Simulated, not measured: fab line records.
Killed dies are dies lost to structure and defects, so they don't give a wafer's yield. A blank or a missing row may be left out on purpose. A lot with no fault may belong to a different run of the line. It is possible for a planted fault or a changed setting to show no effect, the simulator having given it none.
Comparing a struck lot with a sound one ; flow sky130 ; 17 steps out of a route of 708
Sound: these wafers, L290.1, L290.2, L290.4. Wafers L283.1, L283.3, L283.6 were the ones struck. Last of all comes the cause.
Each step with rows lists, per side, the tool, then ch with its chambers, then its first start. Under that, the readings that differ: sound wafers ; struck wafers ; difference of the means ; sigmas: that difference in standard deviations of wafers without a fault.
alike: same words and numbers on both sides, and readings whose means sit less than 2 such deviations apart. not compared: any withheld reading, any reading some wafer has no value for, any bound like >300 that may hide the same value, and any number with overlapping values for which the record gives no deviation.
Wherever a step has rows on one side only, a row that says differs or no value, or a row with sigmas, the two part there. Numbers that have no deviation but don't overlap get no sigmas and don't part them. A reading missing from all wafers of one side parts the sides only when that side holds two or more wafers.

SKY_LDD_HVN_OVL_MEAS_07:
  sound on overlay-02, day 26 13:49; struck on overlay-02, day 23 19:58
  alike: LDD_HVN_OVL
following that, these wafers have no rows for 1 step: SKY_LDD_HVN_IMPLANT_08.
SKY_LDD_HVN_STRIP_09: strips in O2/N2.
  sound on plasma asher-03 ch 0,1, day 26 14:00; struck on plasma asher-02 ch 0,1, day 23 20:09
  alike: drypump motor current A, oes product au, strip time to endpoint s
  not compared: rf hours counter h
SKY_LDD_HVN_TW_MEAS_10:
  sound on film metro-03, day 26 14:06; struck on film metro-01, day 23 20:15
  alike: LDD_HVN_TW
then, 7 steps without rows for these wafers: SKY_LDD_HVP_DEHYDRATE_00 (time 60 s); SKY_LDD_HVP_HMDS_01 (prime time 60 s); SKY_LDD_HVP_COAT_02 (resist thk 300 nm); SKY_LDD_HVP_SOFTBAKE_03 (time 60 s); SKY_LDD_HVP_EXPOSE_04 (exposes mask HVPTM, target cd 700 nm); SKY_LDD_HVP_PEB_05; SKY_LDD_HVP_DEVELOP_06 (develop time 60 s).
SKY_LDD_HVP_OVL_MEAS_07:
  sound on overlay-02, day 27 18:34; struck on overlay-02, day 25 02:13
  alike: LDD_HVP_OVL
SKY_LDD_HVP_IMPLANT_08:
  sound on implanter-01 ch 0, day 27 18:36; struck on implanter-03 ch 0, day 25 02:14
reading;sound;struck;difference;sigmas
tilt deg (degrees);17.910 17.923 17.909;0.008 -0.009 0.042;-17.900;-99 or more
SKY_LDD_HVP_STRIP_09: strips in O2/N2.
  sound on plasma asher-01 ch 0,1, day 27 18:45; struck on plasma asher-04 ch 1, day 25 02:23
reading;sound;struck;difference;sigmas
drypump motor current A (A);6.3 4.7 4.7;6.7 6.7 6.7;+1.5;+2
  alike: oes product au, strip time to endpoint s
  not compared: rf hours counter h
SKY_LDD_HVP_TW_MEAS_10:
  sound on film metro-03, day 27 18:51; struck on film metro-01, day 25 02:29
reading;sound;struck;difference;sigmas
LDD_HVP_TW;443 445 443;410 406 407;-36;-6
then, 1 step without rows for these wafers: SKY_LDD_LDN_DEHYDRATE_00 (time 60 s).
-- record jumps: 23 days separate the struck wafers' starts on either side; left off in module LDD_LDN, taken up again in module PAD_OPEN, whose first shown step is the route's number 708 --
SKY_PAD_OPEN_PROBE_99:
  sound on prober-01, day 49 18:41; struck on prober-01, day 48 03:38
reading;sound;struck;difference;sigmas
model.etest.tip_p_5v.rs ohm sq;2869 2870 2880;2691 2675 2675;-193;
  alike: killed_at_M0_to_M3, killed_at_M4_up, killed at contacts, killed at front end, killed at other, killed dies, killed open, killed short

== WHERE THEY PART ==
First at SKY_LDD_HVP_IMPLANT_08; last, within this record, at SKY_LDD_HVP_TW_MEAS_10. Later steps at which nothing parts them and some readings are alike: SKY_PAD_OPEN_PROBE_99.

WHY: the cause the simulator had injected
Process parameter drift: implanter-03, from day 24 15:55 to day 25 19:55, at SKY_LDD_HVP_IMPLANT_08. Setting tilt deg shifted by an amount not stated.
